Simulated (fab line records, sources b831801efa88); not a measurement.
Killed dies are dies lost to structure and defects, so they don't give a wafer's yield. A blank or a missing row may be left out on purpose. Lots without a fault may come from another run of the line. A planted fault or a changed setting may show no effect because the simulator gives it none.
Which tool did it? | flow gf180mcu | 13 lots, 39 wafers sampled, at 5 steps of a route of 602

WHAT THE GAUGES READ, wafer by wafer
GF_STI_THK_MEAS_22. Usual: STI_OXIDATION_01_THK 14.95 nm, standard deviation 0.26.
lot  | measured    | on            | STI_OXIDATION_01_THK (nm) | flag
L647 | day 2 08:28 | film_metro-03 | 14.71 14.68 14.65         |
L651 | day 3 02:54 | film_metro-04 | 14.83 14.99 14.97         |
L652 | day 3 03:16 | film_metro-03 | 14.76 14.64 14.83         |
L653 | day 3 13:44 | film_metro-01 | 15.13 15.21 15.37         |
L654 | day 3 17:05 | film_metro-01 | 14.62 15.01 14.64         |
L655 | day 3 21:59 | film_metro-01 | 14.96 15.05 14.78         |
L656 | day 4 01:50 | film_metro-04 | 14.89 15.15 15.14         |
L657 | day 4 07:22 | film_metro-01 | 15.14 15.18 15.36         |
L658 | day 4 11:28 | film_metro-01 | 15.04 14.80 14.85         |
L667 | day 6 10:28 | film_metro-03 | 14.89 14.67 14.99         |
L668 | day 6 18:29 | film_metro-04 | 14.76 14.83 15.01         |
L669 | day 6 20:34 | film_metro-03 | 15.10 14.74 15.14         |
L670 | day 7 01:47 | film_metro-04 | 14.61 14.63 14.70         |

GF_STI_THK_MEAS_24. Usual: STI_CVD_23_THK 651 nm, standard deviation 6.
lot  | measured    | on            | STI_CVD_23_THK (nm) | flag
L647 | day 2 08:36 | film_metro-04 | 655 656 647         |
L651 | day 3 03:02 | film_metro-01 | 644 646 647         |
L652 | day 3 03:23 | film_metro-01 | 643 662 652         |
L653 | day 3 13:52 | film_metro-03 | 656 648 648         |
L654 | day 3 17:13 | film_metro-04 | 646 653 651         |
L655 | day 3 22:07 | film_metro-04 | 659 663 653         |
L656 | day 4 01:59 | film_metro-03 | 657 655 644         |
L657 | day 4 07:31 | film_metro-01 | 640 636 650         |
L658 | day 4 11:36 | film_metro-04 | 644 654 648         |
L667 | day 6 10:37 | film_metro-04 | 661 659 660         |
L668 | day 6 18:38 | film_metro-03 | 651 647 643         |
L669 | day 6 20:42 | film_metro-03 | 652 653 651         |
L670 | day 7 01:55 | film_metro-01 | 654 659 656         |

GF_POLY_GATE_CD_MEAS_10: target cd 280 nm. Usual: cd_nm 280.1 nm, standard deviation 0.93.
lot  | measured     | on        | cd_nm (nm)        | flag
L647 | day 9 15:14  | cd_sem-01 | 280.9 279.8 281.4 |
L651 | day 10 14:12 | cd_sem-01 | 279.9 279.8 279.0 |
L652 | day 10 10:58 | cd_sem-01 | 280.9 280.4 282.0 |
L653 | day 11 01:20 | cd_sem-02 | 280.4 280.7 279.5 |
L654 | day 11 07:08 | cd_sem-02 | 281.2 280.0 280.5 |
L655 | day 11 13:19 | cd_sem-01 | 279.9 280.8 279.8 |
L656 | day 11 17:26 | cd_sem-01 | 280.5 281.4 282.3 |
L657 | day 12 04:46 | cd_sem-01 | 321.0 321.4 320.2 | OFF
L658 | day 12 14:12 | cd_sem-01 | 280.3 279.3 280.6 |
L667 | day 15 04:17 | cd_sem-01 | 280.3 279.9 280.9 |
L668 | day 15 15:12 | cd_sem-01 | 281.5 279.1 280.3 |
L669 | day 15 17:13 | cd_sem-01 | 279.1 280.4 281.0 |
L670 | day 16 02:03 | cd_sem-01 | 280.1 280.8 280.9 |

GF_HV_LDD_TW_MEAS_23. Usual: HV_LDD_2_TW 1052, standard deviation 10.
lot  | measured     | on            | HV_LDD_2_TW    | flag
L647 | day 11 06:13 | film_metro-02 | 1036 1038 1037 |
L651 | day 12 07:45 | film_metro-04 | 1065 1063 1061 |
L652 | day 12 03:43 | film_metro-03 | 1064 1059 1064 |
L653 | day 12 18:38 | film_metro-02 | 1039 1045 1042 |
L654 | day 13 00:02 | film_metro-04 | 1058 1060 1056 |
L655 | day 13 07:13 | film_metro-04 | 1056 1061 1056 |
L656 | day 13 11:31 | film_metro-04 | 1059 1056 1059 |
L657 | day 14 00:07 | film_metro-03 | 1052 1051 1052 |
L658 | day 14 09:42 | film_metro-03 | 1054 1053 1048 |
L667 | day 17 03:46 | film_metro-02 | 1042 1043 1044 |
L668 | day 17 13:10 | film_metro-02 | 1036 1040 1040 |
L669 | day 17 16:07 | film_metro-03 | 1062 1058 1065 |
L670 | day 18 02:01 | film_metro-03 | 1058 1051 1053 |

WHICH TOOL RAN EACH LOT (tool, then ch and the chambers of the sampled wafers, then the start)
lot  | GF_POLY_GATE_EXPOSE_07
L647 | krf_scanner-01 ch 0, day 9 06:46
L651 | krf_scanner-02 ch 0, day 10 05:00
L652 | krf_scanner-02 ch 0, day 10 02:22
L653 | krf_scanner-01 ch 0, day 10 16:44
L654 | krf_scanner-01 ch 0, day 10 22:08
L655 | krf_scanner-01 ch 0, day 11 03:37
L656 | krf_scanner-01 ch 0, day 11 08:31
L657 | krf_scanner-01 ch 0, day 11 18:49
L658 | krf_scanner-01 ch 0, day 12 04:48
L667 | krf_scanner-02 ch 0, day 14 18:17
L668 | krf_scanner-01 ch 0, day 15 04:04
L669 | krf_scanner-02 ch 0, day 15 06:35
L670 | krf_scanner-01 ch 0, day 15 15:13
- GF_POLY_GATE_EXPOSE_07: exposes mask Poly2, target cd 280 nm.

WHAT THE TOOLS THEMSELVES READ (means of the sampled wafers that have a number; where no wafer has one, the mark that the record gives instead)
The record holds no such reading with a usual standard deviation.

THE ANSWER, worked out from the rows above alone
Rule: a lot is off if the mean of its wafers that have a number lies more than 3 standard deviations from the usual mean. A lot without any number at a reading at which 4 lots or more have one is off too. The other lots that the step has rows for count as sound. The gauges are gone through in route order, then the tools' own readings, and for those a lot's mean is taken as printed above. The first step at which some lot is off is used, and at that step the reading that is off furthest; a lot without a number counts as furthest.
Off: L657, at GF_POLY_GATE_CD_MEAS_10 (cd_nm).
A tool fits if, at a process step before that reading, it ran every lot that is off, and no sound lot after the first of them. The gauges at GF_POLY_GATE_CD_MEAS_10 are tried like those tools. None of those tried fits.

WHAT THE SIMULATOR HAD PUT IN
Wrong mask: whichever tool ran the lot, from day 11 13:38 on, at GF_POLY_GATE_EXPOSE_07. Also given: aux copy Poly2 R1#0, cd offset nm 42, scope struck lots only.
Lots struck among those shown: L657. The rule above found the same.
